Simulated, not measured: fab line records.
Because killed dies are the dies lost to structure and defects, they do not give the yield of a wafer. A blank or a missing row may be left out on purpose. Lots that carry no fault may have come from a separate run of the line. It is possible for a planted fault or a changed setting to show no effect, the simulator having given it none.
Matching of chambers -- flow gf180mcu -- GF_V3_ETCH_16 on rie_diel-04: 4 sister chambers
The step etches BARC in N2/H2. 16 wafers are shown with their chamber, then 8 later ones without.

## WAFERS WITH THEIR CHAMBER
wafer,chamber,drypump_motor_current_A (A),oes_product_au (a.u.),throttle_valve_pct (%)
L839.2,3,5.9,0.860,13.238
L839.3,1,5.2,0.851,13.220
L839.4,0,5.6,0.858,13.220
L844.1,1,5.2,0.854,13.219
L844.4,2,5.9,0.858,13.221
L844.6,3,5.9,0.860,13.219
L845.1,3,5.9,0.868,13.236
L845.4,1,5.2,0.855,13.229
L845.6,1,5.2,0.854,13.223
L846.3,3,5.9,0.865,13.230
L846.4,1,5.2,0.852,13.233
L846.5,3,6.0,0.858,13.213
L847.1,1,5.2,0.850,13.217
L847.2,3,5.9,0.862,13.212
L847.3,0,5.6,0.851,13.227
L850.1,1,5.2,0.850,13.220

SIGNATURES (averages over the wafers above)
reading,chamber 0,chamber 1,chamber 2,chamber 3,scatter within a chamber
drypump_motor_current_A,5.600,5.200,5.900,5.917,0.0264
oes_product_au,0.85450,0.85229,0.85800,0.86217,0.00315
throttle_valve_pct,13.22350,13.22300,13.22100,13.22467,0.00863
Rule: for a wafer and a chamber, the distance is found by dividing, reading by reading, the gap between the wafer's reading and the chamber's mean by the reading's scatter, squaring, summing and taking the root. The wafer belongs to the nearest chamber; if the next one is less than 2 further off, it can't be placed. The scatter: the root of (the sum of the squares of (reading less its chamber's mean) over the shown wafers, divided by (wafers less chambers)).

## WAFERS WITH NO CHAMBER GIVEN
wafer,drypump_motor_current_A (A),oes_product_au (a.u.),throttle_valve_pct (%)
L850.3,6.0,0.851,13.223
L850.4,5.6,0.850,13.228
L854.2,6.0,0.857,13.218
L854.3,5.6,0.854,13.235
L854.5,5.9,0.864,13.235
L855.1,6.0,0.852,13.208
L855.2,5.9,0.847,13.212
L855.3,5.2,0.854,13.238

## WHICH CHAMBER EACH ONE RAN IN
wafer,from the rows above,in truth
L850.3,can't be placed: 2 or 3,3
L850.4,0,0
L854.2,can't be placed: 3 or 2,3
L854.3,0,0
L854.5,can't be placed: 3 or 2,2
L855.1,can't be placed: 2 or 3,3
L855.2,can't be placed: 2 or 3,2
L855.3,1,1
Correctly placed: 3 of 8. From these rows, 5 cannot be placed; in 5 the true chamber is one of the candidates. Wrongly placed: 0.
